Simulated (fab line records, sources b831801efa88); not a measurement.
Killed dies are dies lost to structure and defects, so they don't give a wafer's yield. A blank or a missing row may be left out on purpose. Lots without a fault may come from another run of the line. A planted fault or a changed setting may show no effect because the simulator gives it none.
fab line records | flow gf180mcu | part 2 of 2: steps 29 to 36 of 36
record lots=5 wafers=15 last_day=34
route steps=602 shown M4@473 V4@476 MIM@503
lots that met no fault: from a run of the same line without faults
start_h: hours from the record's first day to the start of the lot's first wafer shown | wait_h: hours since the lot's step before | " the same as in the row above | L1.1+2: a row that stands for several wafers | - no value, or no start given | * or withheld: withheld | < > ~ a bound
route shown NAME@n: a module of which the file shows steps, and the number in the route of the first | usual: mean/standard deviation of fault-free wafers | same: alike in all rows | chamber/n: place in a boat | sites: the reading at each site | _std_site: their standard deviation | _edge_site: outer sites' mean less inner sites' | radius_mm: how far each site lies from the wafer's centre | mask NAME#n: copy n | behind: the tool/chamber that last shaped the wafer | hold: why the lot was held/for how many hours/how that ended | device: the transistor (n, p or np) that didn't switch | end of line: the same wafers' tests at the end of the route | a step without rows: its recipe alone | killed: dies lost to structure and defects at the first sort, not the wafer's yield | map: a wafer's dies, x killed, . not, _ none there
set.NAME: the setting as run; set.NAME@STEP: as run at that earlier step | model.NAME: the simulator's own value behind a step, which no gauge read
lots at some steps of the route; a table a step, a row a wafer
services: from which hour (start_h, from the record's first day; less than 0 if before it) a tool's chamber was out of use, for how many hours, and why
## steps
# step GF_V4_THK_MEAS_25
# recipe thk_meas_gauge=xrf reads=W_of_V4_CVD_23
# usual V4_W_THK=339/4.1
# columns lot.wafer tool chamber start_h wait_h V4_W_THK[nm]
L083.2 film_metro-03 - 643.14 0.1 341
L083.4 " - " " 341
L083.5 " - " " 338
L089.4 film_metro-03 - 680.59 0.1 344
L089.5 " - " " 339
L089.6 " - " " 343
L090.3 film_metro-01 - 684.90 0.1 344
L090.5 " - " " 341
L090.6 " - " " 335
L094.1 film_metro-03 - 710.08 0.1 339
L094.2 " - " " 343
L094.4 " - " " 344
L095.3 film_metro-03 - 722.03 0.1 334
L095.4 " - " " 338
L095.6 " - " " 341
# step GF_V4_CMP_26
# recipe stop_on=SiO2 down_force_psi=3.5 platen_rpm=60 t_overpolish_s=15 target_thk_nm=0 pad_velocity_m_s=0.94248
# usual motor_current_A=10.8/1.3 overpolish_run_s=14.999/0.0092 slurry_filter_dp_kPa=13.49/0.15 time_to_endpoint_s=85/3.3
# columns lot.wafer tool chamber start_h wait_h motor_current_A overpolish_run_s slurry_filter_dp_kPa time_to_endpoint_s
L083.4 cmp-01 0 643.19 0.0 13.7 15.000 13.56 82
L083.2 " 1 " " 10.8 14.993 13.52 87
L083.5 " 1 " " 10.4 14.997 13.51 85
L089.4 cmp-01 3 680.72 0.1 8.9 15.011 13.75 94
L089.5 " 1 " " 10.1 14.996 13.56 87
L089.6 " 2 " " 10.8 15.021 13.45 89
L090.3 cmp-02 0 685.04 0.1 11.2 14.999 13.58 85
L090.5 " 2 " " 10.9 15.009 13.49 83
L090.6 " 3 " " 9.9 15.002 13.57 82
L094.1 cmp-02 2 710.14 0.1 11.3 15.013 13.53 86
L094.4 " 3 " " 10.0 15.010 13.40 87
L094.2 " 0 " " 11.4 14.989 13.62 87
L095.4 cmp-01 1 722.12 0.1 10.6 14.994 13.35 86
L095.3 " 3 " " 9.0 14.998 13.37 88
L095.6 " 1 " " 11.0 15.001 13.84 91
# step GF_MIM_SPUTTER_00
# recipe material=Ti target_thk_nm=37.5 arriving_ion_energy_ev=80 substrate_temp_c=200 chamber_pressure_pa=2 power_w=4000 time_s=150
# usual cathode_dc_power_W=4000.0/0.73 throttle_valve_pct=30.1/0.89
# columns lot.wafer tool chamber start_h wait_h cathode_dc_power_W throttle_valve_pct
L083.2 pvd_sputter-03 - 643.49 0.2 3999.3 30.3
L083.4 " - " " 3999.5 29.9
L083.5 " - " " 4000.3 30.4
L089.4 pvd_sputter-04 - 680.92 0.1 3999.9 30.9
L089.5 " - " " 4000.0 31.2
L089.6 " - " " 3999.5 29.2
L090.3 pvd_sputter-03 - 685.24 0.1 3999.1 31.0
L090.5 " - " " 3998.8 29.9
L090.6 " - " " 3999.9 28.6
L094.1 pvd_sputter-03 - 710.44 0.2 3999.9 30.3
L094.2 " - " " 3999.4 31.1
L094.4 " - " " 3998.9 29.6
L095.3 pvd_sputter-01 - 722.37 0.1 3999.8 30.6
L095.4 " - " " 4001.3 30.2
L095.6 " - " " 3999.7 30.1
# step GF_MIM_SPUTTER_01
# recipe material=TiN target_thk_nm=30 power_w=6500 time_s=25 chamber_pressure_pa=0.4
# usual cathode_dc_power_W=6500.0/1.3 throttle_valve_pct=30.1/0.9
# columns lot.wafer tool chamber start_h wait_h cathode_dc_power_W throttle_valve_pct
L083.2 pvd_sputter-03 - 643.59 0.1 6498.7 30.3
L083.4 " - " " 6500.0 29.9
L083.5 " - " " 6499.6 30.4
L089.4 pvd_sputter-04 - 681.02 0.1 6498.3 30.6
L089.5 " - " " 6501.0 31.1
L089.6 " - " " 6500.2 29.1
L090.3 pvd_sputter-03 - 685.34 0.1 6498.2 31.0
L090.5 " - " " 6498.7 29.5
L090.6 " - " " 6499.8 28.4
L094.1 pvd_sputter-03 - 710.54 0.1 6499.5 30.1
L094.2 " - " " 6501.8 30.8
L094.4 " - " " 6499.4 29.7
L095.3 pvd_sputter-01 - 722.47 0.1 6498.1 30.2
L095.4 " - " " 6499.1 30.4
L095.6 " - " " 6500.8 30.3
# step GF_MIM_SPUTTER_02
# recipe material=AlCu target_thk_nm=450 power_w=10600 time_s=23.9 chamber_pressure_pa=0.4
# usual cathode_dc_power_W=10600/1.7 throttle_valve_pct=30.1/0.88
# columns lot.wafer tool chamber start_h wait_h cathode_dc_power_W throttle_valve_pct
L083.2 pvd_sputter-03 - 643.62 0.0 10597 30.5
L083.4 " - " " 10600 29.7
L083.5 " - " " 10597 30.5
L089.4 pvd_sputter-04 - 681.05 0.0 10598 30.6
L089.5 " - " " 10597 30.7
L089.6 " - " " 10600 29.3
L090.3 pvd_sputter-03 - 685.37 0.0 10602 30.8
L090.5 " - " " 10601 29.7
L090.6 " - " " 10603 28.2
L094.1 pvd_sputter-03 - 710.57 0.0 10602 30.4
L094.2 " - " " 10600 31.0
L094.4 " - " " 10601 29.7
L095.3 pvd_sputter-01 - 722.50 0.0 10598 30.2
L095.4 " - " " 10598 30.3
L095.6 " - " " 10602 30.1
# step GF_MIM_SPUTTER_03
# recipe material=Ti target_thk_nm=10 substrate_temp_c=300 chamber_pressure_pa=0.3 power_w=3000 time_s=6.7
# usual cathode_dc_power_W=3000.0/0.53 throttle_valve_pct=30.1/0.89
# columns lot.wafer tool chamber start_h wait_h cathode_dc_power_W throttle_valve_pct
L083.2 pvd_sputter-03 - 643.65 0.0 3000.2 30.6
L083.4 " - " " 3000.2 29.9
L083.5 " - " " 3000.1 30.4
L089.4 pvd_sputter-04 - 681.08 0.0 3000.6 30.7
L089.5 " - " " 2999.6 31.1
L089.6 " - " " 3000.7 29.4
L090.3 pvd_sputter-03 - 685.40 0.0 2999.4 30.8
L090.5 " - " " 2999.9 29.9
L090.6 " - " " 3000.0 28.4
L094.1 pvd_sputter-03 - 710.60 0.0 2999.4 30.2
L094.2 " - " " 2999.5 30.8
L094.4 " - " " 3000.0 29.9
L095.3 pvd_sputter-01 - 722.53 0.0 2999.8 30.4
L095.4 " - " " 3000.2 30.4
L095.6 " - " " 3001.1 30.3
# step GF_MIM_SPUTTER_04
# recipe material=TiN target_thk_nm=50 power_w=6500 time_s=41.7 chamber_pressure_pa=0.4
# usual cathode_dc_power_W=6500.0/1.1 throttle_valve_pct=30.1/0.91
# columns lot.wafer tool chamber start_h wait_h cathode_dc_power_W throttle_valve_pct
L083.2 pvd_sputter-03 - 643.67 0.0 6498.1 30.6
L083.4 " - " " 6500.3 29.9
L083.5 " - " " 6499.1 30.6
L089.4 pvd_sputter-04 - 681.10 0.0 6500.3 30.4
L089.5 " - " " 6501.6 31.0
L089.6 " - " " 6499.7 29.1
L090.3 pvd_sputter-03 - 685.42 0.0 6499.8 31.1
L090.5 " - " " 6498.7 29.8
L090.6 " - " " 6498.9 28.5
L094.1 pvd_sputter-03 - 710.62 0.0 6500.5 30.0
L094.2 " - " " 6501.2 31.2
L094.4 " - " " 6501.2 29.8
L095.3 pvd_sputter-01 - 722.55 0.0 6501.2 30.2
L095.4 " - " " 6498.8 30.5
L095.6 " - " " 6499.2 30.2
# step GF_MIM_CVD_05
# recipe material=Si3N4 target_thk_nm=42 temp_max_c=400 temp_c=385 time_s=29.086 rf_w=450
# usual heater_power_w=622/110
# columns lot.wafer tool chamber start_h wait_h heater_power_w
L083.2 pecvd-03 0 643.71 0.0 715
L083.4 " 2 " " 693
L083.5 " 0 " " 682
L089.4 pecvd-02 0 681.15 0.0 597
L089.5 " 1 " " 688
L089.6 " 2 " " 744
L090.3 pecvd-03 2 685.46 0.0 732
L090.5 " 2 " " 752
L090.6 " 0 " " 718
L094.1 pecvd-02 0 710.66 0.0 711
L094.2 " 1 " " 729
L094.4 " 0 " " 575
L095.3 pecvd-02 0 722.59 0.0 640
L095.4 " 1 " " 680
L095.6 " 2 " " 758
## services
# columns tool chamber start_h hours kind
rie_diel-03 3 597.68 1.3 repair
rie_diel-03 - 599.21 0.1 repair
krf_scanner-02 - 601.63 1.3 pm
cmp-02 - 613.17 0.9 repair
cmp-01 - 620.27 8.6 pm
rie_diel-02 0 625.05 14.2 repair
hdpcvd-01 - 625.13 4.3 pm
rie_diel-02 1 625.87 1.2 repair
wet_bench-04 - 627.83 0.8 repair
pvd_sputter-01 - 652.92 4.3 repair
hdpcvd-01 - 656.24 0.5 repair
pvd_sputter-02 - 663.93 3.9 repair
krf_scanner-02 - 669.27 0.3 repair
krf_scanner-02 - 670.86 0.3 repair
pecvd-03 0 670.96 5.8 repair
pvd_sputter-04 - 672.52 6.8 repair
pecvd-02 - 674.59 1.3 repair
plasma_asher-04 - 685.09 1.7 repair
pvd_sputter-04 - 690.50 2.9 repair
krf_scanner-02 - 694.43 1.0 pm
rie_diel-03 0 709.92 5.4 repair
krf_scanner-02 - 710.26 0.8 pm
pecvd-03 - 714.24 2.0 repair
rie_diel-02 3 722.39 9.9 repair
